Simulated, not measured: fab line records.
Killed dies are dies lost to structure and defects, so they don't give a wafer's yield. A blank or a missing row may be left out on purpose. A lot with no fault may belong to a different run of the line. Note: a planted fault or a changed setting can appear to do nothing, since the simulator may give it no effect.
What tool caused it? :: flow gf180mcu :: 33 wafers from 11 lots sampled at 3 of the route's 602 steps

== WHAT THE GAUGES READ, wafer by wafer ==
GF_NWELL_OVL_MEAS_07.
lot: L106
measured: day 3 12:31
on: overlay-01
NWELL_OVL (nm): -0.5 0.3 0.3

lot: L115
measured: day 5 14:08
on: overlay-02
NWELL_OVL (nm): - - -

lot: L118
measured: day 6 04:02
on: overlay-01
NWELL_OVL (nm): -1.0 -0.7 -1.0

lot: L119
measured: day 6 09:43
on: overlay-01
NWELL_OVL (nm): -1.0 1.4 -1.0

lot: L120
measured: day 6 18:38
on: overlay-01
NWELL_OVL (nm): -2.3 -1.9 -1.3

lot: L121
measured: day 6 22:43
on: overlay-02
NWELL_OVL (nm): -1.8 -1.5 -0.8

lot: L122
measured: day 7 06:08
on: overlay-01
NWELL_OVL (nm): -2.2 -2.2 -4.4

lot: L124
measured: day 7 16:28
on: overlay-02
NWELL_OVL (nm): -0.7 -1.2 -2.1

lot: L126
measured: day 8 02:58
on: overlay-01
NWELL_OVL (nm): -1.4 0.2 -0.9

lot: L127
measured: day 8 08:01
on: overlay-02
NWELL_OVL (nm): -1.6 -2.0 -3.2

lot: L128
measured: day 8 15:02
on: overlay-01
NWELL_OVL (nm): 2.1 2.3 2.0

== TOOL THAT RAN EACH LOT (tool first, then ch and the chambers of the sampled wafers, then the start) ==
lot: L106
GF_STI_ETCH_13: rie diel-02 ch 0,1,2, day 2 06:08
GF_NWELL_EXPOSE_04: iline stepper-02 ch 0, day 3 06:39

lot: L115
GF_STI_ETCH_13: rie diel-02 ch 0,2, day 4 04:29
GF_NWELL_EXPOSE_04: iline stepper-01 ch 0, day 5 06:58

lot: L118
GF_STI_ETCH_13: rie diel-02 ch 0,1,3, day 4 19:32
GF_NWELL_EXPOSE_04: iline stepper-01 ch 0, day 5 20:49

lot: L119
GF_STI_ETCH_13: rie diel-03 ch 1,3, day 5 00:42
GF_NWELL_EXPOSE_04: iline stepper-01 ch 0, day 6 02:51

lot: L120
GF_STI_ETCH_13: rie diel-02 ch 0,2, day 5 08:21
GF_NWELL_EXPOSE_04: iline stepper-02 ch 0, day 6 11:07

lot: L121
GF_STI_ETCH_13: rie diel-03 ch 0,3, day 5 11:18
GF_NWELL_EXPOSE_04: iline stepper-02 ch 0, day 6 14:59

lot: L122
GF_STI_ETCH_13: rie diel-01 ch 0,3, day 5 18:02
GF_NWELL_EXPOSE_04: iline stepper-01 ch 0, day 6 22:32

lot: L124
GF_STI_ETCH_13: rie diel-02 ch 1,2,3, day 6 02:47
GF_NWELL_EXPOSE_04: iline stepper-02 ch 0, day 7 08:46

lot: L126
GF_STI_ETCH_13: rie diel-01 ch 1,2,3, day 6 13:53
GF_NWELL_EXPOSE_04: iline stepper-01 ch 0, day 7 19:11

lot: L127
GF_STI_ETCH_13: rie diel-02 ch 1,2,3, day 6 18:36
GF_NWELL_EXPOSE_04: iline stepper-01 ch 0, day 7 23:47

lot: L128
GF_STI_ETCH_13: rie diel-01 ch 1,2, day 7 00:53
GF_NWELL_EXPOSE_04: iline stepper-02 ch 0, day 8 07:02
- GF_STI_ETCH_13: etches the open film in CHF3/O2, stops on Si, target depth 282.31 nm, time 112.9 s.
- GF_NWELL_EXPOSE_04: exposes mask Nwell, target cd 860 nm.

== THE ANSWER, worked out from the rows above alone ==
Rule: what is usual is taken from the lots themselves. The widest of any qualifying gaps counts: lots, ordered by their means at a reading, are off when they make up no more than a third of the lots, leave a main group of 4 or more, and stand apart from it by 3 or more times the standard deviation of that group's means. If all means in a main group match to the digits the tables above print for the reading, that group is not used. Also off: a lot with no number at a reading for which 4 or more lots have one. Any other lot the step has rows for is counted as sound.
Off: at GF_NWELL_OVL_MEAS_07 (NWELL_OVL), L115. Without a number there: L115. For the main group the mean is -0.9 nm and the standard deviation 1.3.
If a tool, at a process step before that reading, ran all the lots that are off and no sound lot after the first of them, it fits. Those tools and the gauges at GF_NWELL_OVL_MEAS_07 are tried in the same way. None of those tried fits.

== WHAT HAD BEEN PUT IN BY THE SIMULATOR ==
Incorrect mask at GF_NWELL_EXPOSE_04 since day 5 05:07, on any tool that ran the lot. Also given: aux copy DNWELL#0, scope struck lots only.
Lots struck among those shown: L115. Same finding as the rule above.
